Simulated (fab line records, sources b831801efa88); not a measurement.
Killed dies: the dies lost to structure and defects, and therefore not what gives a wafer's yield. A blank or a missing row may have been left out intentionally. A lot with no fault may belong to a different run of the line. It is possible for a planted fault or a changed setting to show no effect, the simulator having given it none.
Which tool was responsible? :: flow gf180mcu :: 6 lots with 18 wafers sampled at 2 steps, on a route of 602 steps

WHAT EACH GAUGE READ, for each wafer
GF_PSD_RS_MEAS_14: the measuring method here is four-point-probe.
lot: L939
measured: day 14 16:29
on: film_metro-04
NSD_RS (ohm/sq): 46.21 46.15 45.95

lot: L943
measured: day 15 16:00
on: film_metro-04
NSD_RS (ohm/sq): 46.30 46.20 46.34

lot: L945
measured: day 16 10:31
on: film_metro-03
NSD_RS (ohm/sq): 42.93 43.04 42.94

lot: L953
measured: day 19 08:22
on: film_metro-04
NSD_RS (ohm/sq): 46.05 45.97 46.03

lot: L957
measured: day 20 20:18
on: film_metro-03
NSD_RS (ohm/sq): 46.14 46.13 46.27

lot: L960
measured: day 22 10:37
on: film_metro-04
NSD_RS (ohm/sq): 46.09 46.20 46.26

WHAT TOOL EACH LOT RAN ON (gives the tool, then ch and the chambers of the sampled wafers, and finally the start)
lot: L939
GF_PSD_RTA_13: rtp_anneal-02 ch 0, day 14 16:23

lot: L943
GF_PSD_RTA_13: rtp_anneal-01 ch 0, day 15 15:55

lot: L945
GF_PSD_RTA_13: rtp_anneal-02 ch 0, day 16 10:26

lot: L953
GF_PSD_RTA_13: rtp_anneal-02 ch 0, day 19 08:17

lot: L957
GF_PSD_RTA_13: rtp_anneal-01 ch 0, day 20 20:13

lot: L960
GF_PSD_RTA_13: rtp_anneal-02 ch 0, day 22 10:32
- GF_PSD_RTA_13: time 20 s.

THE ANSWER, worked out from the rows above alone
Rule: the usual values come from the lots themselves. The widest of any qualifying gaps counts: lots, ordered by their means at a reading, are off when they make up no more than a third of the lots, leave a main group of 4 or more, and stand apart from it by 3 or more times the standard deviation of that group's means. A main group whose means are all the same, to the digits that the tables above print for the reading, isn't used. A lot without any number at a reading at which 4 lots or more have one is off too. Any other lot the step has rows for is counted as sound.
Off: at GF_PSD_RS_MEAS_14 (NSD_RS), L945. The main group has a mean of 46.15 ohm/sq with a standard deviation of 0.088.
If a tool, at a process step before that reading, ran all the lots that are off and no sound lot after the first of them, it fits. Gauges at GF_PSD_RS_MEAS_14: tried the same way as those tools. None of those tried fits.

WHAT THE SIMULATOR HAD PUT IN
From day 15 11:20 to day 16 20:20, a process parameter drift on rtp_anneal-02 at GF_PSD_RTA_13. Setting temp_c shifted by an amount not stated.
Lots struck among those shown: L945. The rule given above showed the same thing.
